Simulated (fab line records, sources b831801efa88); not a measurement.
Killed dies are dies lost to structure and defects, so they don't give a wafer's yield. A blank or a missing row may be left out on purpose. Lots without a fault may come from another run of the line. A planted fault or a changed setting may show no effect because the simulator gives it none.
Which tool did it? | flow gf180mcu | 13 lots, 39 wafers sampled, at 4 steps of a route of 602

WHAT THE GAUGES READ, wafer by wafer
GF_TOP_METAL_CD_MEAS_14: target cd 440 nm. Usual: cd_nm 440.3 nm, standard deviation 2.4.
lot  | measured     | on        | cd_nm (nm)        | flag
L450 | day 28 06:34 | cd_sem-01 | 444.5 442.7 443.0 |
L449 | day 28 11:38 | cd_sem-02 | 443.3 443.4 440.7 |
L451 | day 28 20:39 | cd_sem-01 | 438.7 440.8 441.3 |
L452 | day 29 02:36 | cd_sem-02 | 440.9 437.3 440.1 |
L453 | day 29 04:02 | cd_sem-01 | 437.8 440.5 441.7 |
L454 | day 29 14:21 | cd_sem-01 | 436.9 438.4 439.2 |
L455 | day 29 20:14 | cd_sem-02 | 441.7 439.4 439.4 |
L465 | day 32 14:26 | cd_sem-02 | 442.2 443.1 441.6 |
L467 | day 33 18:41 | cd_sem-02 | 443.3 446.2 447.2 |
L470 | day 34 01:45 | cd_sem-01 | 442.4 441.7 444.6 |
L469 | day 34 06:43 | cd_sem-02 | 440.3 440.5 439.9 |
L471 | day 34 10:12 | cd_sem-01 | 439.7 440.9 438.2 |
L472 | day 34 15:20 | cd_sem-01 | 440.3 439.6 440.8 |

WHICH TOOL RAN EACH LOT (tool, then ch and the chambers of the sampled wafers, then the start)
lot  | GF_CONTACT_SPUTTER_23        | GF_V5_ETCH_16                      | GF_V5_SPUTTER_22
L450 | pvd_sputter-04, day 16 12:26 | rie_diel-01 ch 1,2, day 27 09:10   | pvd_sputter-04, day 27 09:55
L449 | pvd_sputter-02, day 16 17:00 | rie_diel-04 ch 1,3, day 27 15:20   | pvd_sputter-04, day 27 16:05
L451 | pvd_sputter-04, day 17 00:41 | rie_diel-01 ch 0,1,3, day 27 23:42 | pvd_sputter-04, day 28 00:29
L452 | pvd_sputter-04, day 17 09:09 | rie_diel-03 ch 0,1, day 28 05:42   | pvd_sputter-04, day 28 06:28
L453 | pvd_sputter-02, day 17 10:43 | rie_diel-01 ch 0,1,2, day 28 07:22 | pvd_sputter-02, day 28 08:07
L454 | pvd_sputter-04, day 17 22:25 | rie_diel-04 ch 0,3, day 28 17:23   | pvd_sputter-02, day 28 18:10
L455 | pvd_sputter-02, day 18 04:29 | rie_diel-01 ch 0,1,2, day 28 23:46 | pvd_sputter-04, day 29 00:30
L465 | pvd_sputter-02, day 22 00:16 | rie_diel-03 ch 0,1, day 31 20:45   | pvd_sputter-04, day 31 21:30
L467 | pvd_sputter-01, day 23 10:50 | rie_diel-04 ch 0,1, day 33 02:04   | pvd_sputter-03, day 33 02:50
L470 | pvd_sputter-04, day 23 23:22 | rie_diel-01 ch 0,1,2, day 33 08:50 | pvd_sputter-04, day 33 09:37
L469 | pvd_sputter-04, day 24 06:01 | rie_diel-04 ch 1,2,3, day 33 13:25 | pvd_sputter-02, day 33 14:10
L471 | pvd_sputter-01, day 24 12:46 | rie_diel-03 ch 0,1, day 33 17:44   | pvd_sputter-04, day 33 18:31
L472 | pvd_sputter-04, day 24 18:34 | rie_diel-03 ch 0,2, day 33 22:30   | pvd_sputter-03, day 33 23:19
- GF_CONTACT_SPUTTER_23: material TiN, target thk 10 nm, time 40 s.
- GF_V5_ETCH_16: etches BARC in N2/H2.
- GF_V5_SPUTTER_22: material TiN, target thk 10 nm, time 40 s.

WHAT THE TOOLS THEMSELVES READ (means of the sampled wafers that have a number; where no wafer has one, the mark that the record gives instead)
GF_CONTACT_SPUTTER_23. Usual: throttle_valve_pct 29.8 %, standard deviation 1.1.
lot  | tool           | throttle_valve_pct (%) | flag
L450 | pvd_sputter-04 | 28.9                   |
L449 | pvd_sputter-02 | 29.4                   |
L451 | pvd_sputter-04 | 29.7                   |
L452 | pvd_sputter-04 | 29.5                   |
L453 | pvd_sputter-02 | 30.0                   |
L454 | pvd_sputter-04 | 29.4                   |
L455 | pvd_sputter-02 | 29.7                   |
L465 | pvd_sputter-02 | 29.4                   |
L467 | pvd_sputter-01 | 32.9                   |
L470 | pvd_sputter-04 | 29.4                   |
L469 | pvd_sputter-04 | 29.9                   |
L471 | pvd_sputter-01 | 30.7                   |
L472 | pvd_sputter-04 | 29.4                   |

GF_V5_ETCH_16. Usual: chamber_pressure_mTorr 30.001 mTorr, standard deviation 0.028; drypump_motor_current_A 5.7 A, standard deviation 0.61; oes_product_au 0.855 a.u., standard deviation 0.0051; throttle_valve_pct 13.224 %, standard deviation 0.0085.
lot  | tool        | chamber_pressure_mTorr (mTorr) | drypump_motor_current_A (A) | oes_product_au (a.u.) | throttle_valve_pct (%) | flag
L450 | rie_diel-01 | 30.029                         | 5.8                         | 0.856                 | 13.221                 |
L449 | rie_diel-04 | 30.001                         | 5.6                         | 0.864                 | 13.223                 |
L451 | rie_diel-01 | 29.983                         | 5.7                         | 0.853                 | 13.233                 |
L452 | rie_diel-03 | 30.013                         | 6.1                         | 0.853                 | 13.217                 |
L453 | rie_diel-01 | 30.021                         | 5.9                         | 0.852                 | 13.220                 |
L454 | rie_diel-04 | 29.989                         | 6.1                         | 0.850                 | 13.229                 |
L455 | rie_diel-01 | 30.012                         | 5.9                         | 0.858                 | 13.228                 |
L465 | rie_diel-03 | 29.976                         | 6.1                         | 0.857                 | 13.222                 |
L467 | rie_diel-04 | 30.003                         | 5.6                         | 0.852                 | 13.218                 |
L470 | rie_diel-01 | 29.997                         | 5.9                         | 0.855                 | 13.226                 |
L469 | rie_diel-04 | 30.013                         | 5.8                         | 0.850                 | 13.218                 |
L471 | rie_diel-03 | 30.002                         | 5.4                         | 0.854                 | 13.231                 |
L472 | rie_diel-03 | 29.970                         | 4.9                         | 0.862                 | 13.230                 |

GF_V5_SPUTTER_22. Usual: throttle_valve_pct 29.5 %, standard deviation 0.98.
lot  | tool           | throttle_valve_pct (%) | flag
L450 | pvd_sputter-04 | 29.3                   |
L449 | pvd_sputter-04 | 29.1                   |
L451 | pvd_sputter-04 | 29.5                   |
L452 | pvd_sputter-04 | 29.4                   |
L453 | pvd_sputter-02 | 29.5                   |
L454 | pvd_sputter-02 | 29.5                   |
L455 | pvd_sputter-04 | 28.8                   |
L465 | pvd_sputter-04 | 29.5                   |
L467 | pvd_sputter-03 | 30.3                   |
L470 | pvd_sputter-04 | 28.4                   |
L469 | pvd_sputter-02 | 29.9                   |
L471 | pvd_sputter-04 | 29.6                   |
L472 | pvd_sputter-03 | 29.0                   |

THE ANSWER, worked out from the rows above alone
Rule: a lot is off if the mean of its wafers that have a number lies more than 3 standard deviations from the usual mean. A lot without any number at a reading at which 4 lots or more have one is off too. The other lots that the step has rows for count as sound. The gauges are gone through in route order, then the tools' own readings, and for those a lot's mean is taken as printed above. The first step at which some lot is off is used, and at that step the reading that is off furthest; a lot without a number counts as furthest.
No lot is off at any reading shown: from this, nothing can be told.

WHAT THE SIMULATOR HAD PUT IN
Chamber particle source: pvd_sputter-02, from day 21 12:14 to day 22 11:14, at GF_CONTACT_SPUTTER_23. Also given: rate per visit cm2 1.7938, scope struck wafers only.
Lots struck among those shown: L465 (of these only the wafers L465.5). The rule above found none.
